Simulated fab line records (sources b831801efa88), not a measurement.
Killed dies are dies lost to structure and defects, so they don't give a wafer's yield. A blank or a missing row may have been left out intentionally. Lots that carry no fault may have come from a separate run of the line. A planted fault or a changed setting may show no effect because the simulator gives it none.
fab line records | flow gf180mcu
record lots=6 wafers=18 lastDay=34
route steps=602 shown V5@540
lots that met no fault: taken from a fault-free run of the same line
startH: hours from the record's first day to the start of the lot's first wafer shown | waitH: time in hours since the lot's previous step | " the same as in the row above | L1.1+2: a single row standing in for several wafers | - no value, or no start given | * or withheld: withheld | < > ~ a bound
route shown NAME@n: names a module that has steps shown in the file, with the first one's number in the route | usual: average and standard deviation across the fault-free wafers | same: alike in all rows | chamber/n: place in a boat | sites: per-site readings | _std_site: standard deviation across them | _edge_site: the outer-site mean with the inner-site mean subtracted | radiusMm: how far each site lies from the wafer's centre | mask NAME#n: copy n | behind: tool/chamber where the wafer was last shaped | hold: why the lot went on hold/how many hours it stayed there/how the hold came to an end | device: whichever transistor did not switch (one of n, p or np) | end of line: the tests these same wafers got at the end of their route | a step without rows: its recipe alone | killed: count of dies lost to structure and defects at first sort (not the wafer's yield) | map: a wafer's dies, x killed, . not, _ none there
set.NAME: the setting that was run; set.NAME@STEP: the one run at that earlier step | model.NAME: the simulator's own value behind a step, which no gauge read
certain route steps with their lots: each step a table, each wafer a row
services: a tool's chamber out of use, with start hour (startH, from the record's first day; less than 0 if before it), hours out, and reason
## steps
# step GF_V5_CVD_00
# recipe material=SiO2 targetThkNm=300 sigmaOpenFrac=0.3 tempC=400 timeS=48.29 sih4FlowSccm=60 pressureMtorr=6
# step GF_V5_THK_MEAS_01
# recipe reads=SiO2_of_V5_CVD_00
# usual V5_CVD_00_THK=289/3.2
# columns lot.wafer tool chamber startH waitH V5_CVD_00_THK[nm]
L116.2 filmMetro-04 - 605.73 0.0 287
L116.3 " - " " 287
L116.4 " - " " 289
L122.1 filmMetro-04 - 657.97 0.0 290
L122.2 " - " " 287
L122.3 " - " " 292
L123.1 filmMetro-04 - 664.60 0.0 289
L123.3 " - " " 283
L123.6 " - " " 288
L130.1 filmMetro-03 - 715.40 0.0 294
L130.4 " - " " 290
L130.6 " - " " 293
L133.1 filmMetro-02 - 735.58 0.0 291
L133.2 " - " " 293
L133.5 " - " " 288
L138.1 filmMetro-02 - 758.06 0.0 291
L138.2 " - " " 293
L138.5 " - " " 297
# step GF_V5_CVD_02
# recipe material=SiO2 targetThkNm=1450 precursor=TEOS tempC=400 timeS=163.28 rfW=600
# usual heaterPowerW=666/87 susceptorTempC=399.98/0.23
# columns lot.wafer tool chamber startH waitH heaterPowerW susceptorTempC
L116.2 pecvd-02 1 605.78 0.0 663 399.88
L116.3 " 2 " " 776 400.14
L116.4 " 1 " " 548 400.00
L122.1 pecvd-02 0 658.03 0.1 621 399.83
L122.2 " 2 " " 633 400.12
L122.3 " 1 " " 658 400.13
L123.1 pecvd-02 2 664.66 0.1 756 399.74
L123.3 " 1 " " 692 400.08
L123.6 " 1 " " 546 400.22
L130.1 pecvd-03 2 715.46 0.1 597 399.50
L130.4 " 1 " " 685 399.48
L130.6 " 2 " " 636 399.52
L133.1 pecvd-02 2 735.64 0.1 676 399.85
L133.2 " 1 " " 554 400.16
L133.5 " 2 " " 760 399.86
L138.1 pecvd-03 1 758.12 0.1 814 399.95
L138.2 " 2 " " 614 400.22
L138.5 " 0 " " 755 400.19
# step GF_V5_THK_MEAS_03
# recipe reads=SiO2_of_V5_CVD_02
# usual V5_CVD_02_THK=1440/20
# columns lot.wafer tool chamber startH waitH V5_CVD_02_THK[nm]
L116.2 filmMetro-03 - 605.90 0.1 1379
L116.3 " - " " 1423
L116.4 " - " " 1414
L122.1 filmMetro-02 - 658.14 0.1 1464
L122.2 " - " " 1440
L122.3 " - " " 1438
L123.1 filmMetro-04 - 664.77 0.1 1423
L123.3 " - " " 1422
L123.6 " - " " 1428
L130.1 filmMetro-02 - 715.57 0.1 1429
L130.4 " - " " 1442
L130.6 " - " " 1462
L133.1 filmMetro-03 - 735.74 0.1 1451
L133.2 " - " " 1420
L133.5 " - " " 1471
L138.1 filmMetro-02 - 758.23 0.1 1413
L138.2 " - " " 1419
L138.5 " - " " 1440
# step GF_V5_CMP_04
# recipe material=SiO2 downForcePsi=4 platenRpm=60 padVelocityMS=0.94248
# usual edgeZonePressureFrac=0.999/0.005 motorCurrentA=11.9/1.5 platenRpm=60.00/0.039 retainingRingPressureFrac=1.001/0.0051
# columns lot.wafer tool chamber startH waitH edgeZonePressureFrac motorCurrentA platenRpm retainingRingPressureFrac
L116.4 cmp-02 2 605.95 0.0 0.996 10.5 60.04 0.995
L116.3 " 3 " " 1.005 10.4 59.91 0.999
L116.2 " 0 " " 0.997 14.5 60.01 1.007
L122.3 cmp-01 2 658.20 0.0 1.004 13.2 60.02 0.990
L122.1 " 0 " " 0.998 12.2 59.99 1.011
L122.2 " 1 " " 0.997 11.7 59.99 1.004
L123.3 cmp-01 0 664.88 0.1 0.996 12.4 60.00 1.004
L123.1 " 1 " " 0.995 12.3 59.99 1.008
L123.6 " 3 " " 1.002 12.2 59.98 1.002
L130.4 cmp-01 1 715.63 0.0 0.995 12.9 60.00 1.009
L130.1 " 3 " " 0.993 11.2 60.07 1.000
L130.6 " 2 " " 1.006 12.5 59.89 1.003
L133.2 cmp-01 2 735.85 0.1 1.013 12.9 59.97 0.999
L133.1 " 0 " " 0.996 12.6 59.97 1.006
L133.5 " 1 " " 0.995 12.7 59.99 1.004
L138.1 cmp-02 3 758.55 0.3 0.994 9.5 60.06 1.004
L138.2 " 0 " " 1.012 14.7 60.05 0.999
L138.5 " 2 " " 0.997 11.0 60.01 1.000
# step GF_V5_BOW_MEAS_05
# recipe mode=bow
# usual V5_BOW=135/9.4
# columns lot.wafer tool chamber startH waitH V5_BOW[um]
L116.2 filmMetro-04 - 606.27 0.2 147
L116.3 " - " " 149
L116.4 " - " " 143
L122.1 filmMetro-03 - 658.50 0.1 132
L122.2 " - " " 133
L122.3 " - " " 136
L123.1 filmMetro-02 - 665.13 0.1 152
L123.3 " - " " 141
L123.6 " - " " 148
L130.1 filmMetro-02 - 715.93 0.1 116
L130.4 " - " " 129
L130.6 " - " " 129
L133.1 filmMetro-02 - 736.10 0.1 138
L133.2 " - " " 146
L133.5 " - " " 144
L138.1 filmMetro-04 - 758.75 0.1 133
L138.2 " - " " 148
L138.5 " - " " 120
# step GF_V5_DEHYDRATE_06
# recipe tempC=200 timeS=60
# step GF_V5_HMDS_07
# recipe primeTimeS=60 primeTempC=120
# step GF_V5_COAT_08
# recipe resist=BARC tempC=withheld timeS=withheld spinRpm=withheld resistThkNm=withheld
# step GF_V5_COAT_09
# recipe resist=KrF spinRpm=withheld resistThkNm=1000
# step GF_V5_SOFTBAKE_10
# recipe tempC=130 timeS=60 resist=KrF
# step GF_V5_EXPOSE_11
# recipe maskId=Via5 targetCdNm=260 na=0.68 sourceShape=conventional sigmaOuter=0.6 doseMj=38
# step GF_V5_PEB_12
# recipe pebTempC=135 pebTimeS=90 resist=KrF
# usual chillPlateTempC=22.99/0.11 exhaustPa=45.0/0.84
# columns lot.wafer tool chamber startH waitH chillPlateTempC exhaustPa
L116.2 lithoTrack-02 0 626.62 - 23.10 45.3
L116.3 " 0 " " 22.94 45.8
L116.4 " 0 " " 22.88 44.9
L122.1 lithoTrack-02 - 677.99 - - -
L122.2 " - " " - -
L122.3 " - " " - -
L123.1 lithoTrack-04 - 683.50 - - -
L123.3 " - " " - -
L123.6 " - " " - -
L130.1 lithoTrack-04 0 733.15 - 22.95 43.7
L130.4 " 0 " " 23.16 45.1
L130.6 " 0 " " 22.98 46.7
L133.1 lithoTrack-04 0 752.45 - 22.83 45.5
L133.2 " 0 " " 22.78 45.1
L133.5 " 0 " " 22.74 44.2
L138.1 lithoTrack-01 0 774.65 - 23.21 45.7
L138.2 " 0 " " 22.91 44.9
L138.5 " 0 " " 23.02 44.5
# step GF_V5_DEVELOP_13
# recipe developTimeS=60 resist=KrF devTempC=21
## services
# columns tool chamber startH hours kind
cmp-02 - 588.27 0.6 repair
pecvd-02 - 591.12 14.0 pm
pecvd-02 0 591.12 14.0 ventCycle
pecvd-02 1 591.12 14.0 ventCycle
pecvd-02 2 591.12 14.0 ventCycle
cmp-02 - 603.78 0.2 repair
pecvd-02 0 605.12 - clean
pecvd-02 1 605.12 - clean
pecvd-02 2 605.12 - clean
pecvd-03 - 610.03 14.6 pm
cmp-01 - 611.37 12.7 repair
pecvd-03 - 643.47 0.7 repair
cmp-01 - 647.21 3.6 pm
pecvd-02 - 662.08 1.3 repair
cmp-02 - 664.52 7.1 pm
pecvd-03 - 676.56 0.3 repair
pecvd-03 2 689.87 3.7 repair
pecvd-02 1 697.21 17.5 repair
cmp-02 - 729.98 6.0 pm
cmp-01 - 741.79 4.5 repair
pecvd-03 2 742.19 4.8 repair
cmp-01 - 746.31 4.0 pm
cmp-02 - 748.20 1.5 repair
cmp-01 - 758.46 5.5 pm
## key
firstSign step=GF_V5_PEB_12 reading=toolRecord direction=missing
effect none on later readings
metAt GF_V5_PEB_12
struckWafers L122.1,L122.2,L122.3,L123.1,L123.3,L123.6
laterRowsLeftOut L122.1,L122.2,L122.3,L123.1,L123.3,L123.6
sortLeftOut L122.1,L122.2,L122.3,L123.1,L123.3,L123.6
onsetBetween 626.62 677.99
fault kind=skippedStepWhole tool=lithoTrack-02,lithoTrack-04 chamber=- onsetH=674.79 steps=GF_V5_PEB_12 scope=struckLotsOnly
# sortLeftOut: the simulated sort isn't trusted on such a fault, so these wafers' sort isn't shown, and their yield isn't known
# laterRowsLeftOut: the simulator's readings of these wafers behind a module that went badly wrong aren't trusted and aren't shown, but for the sort
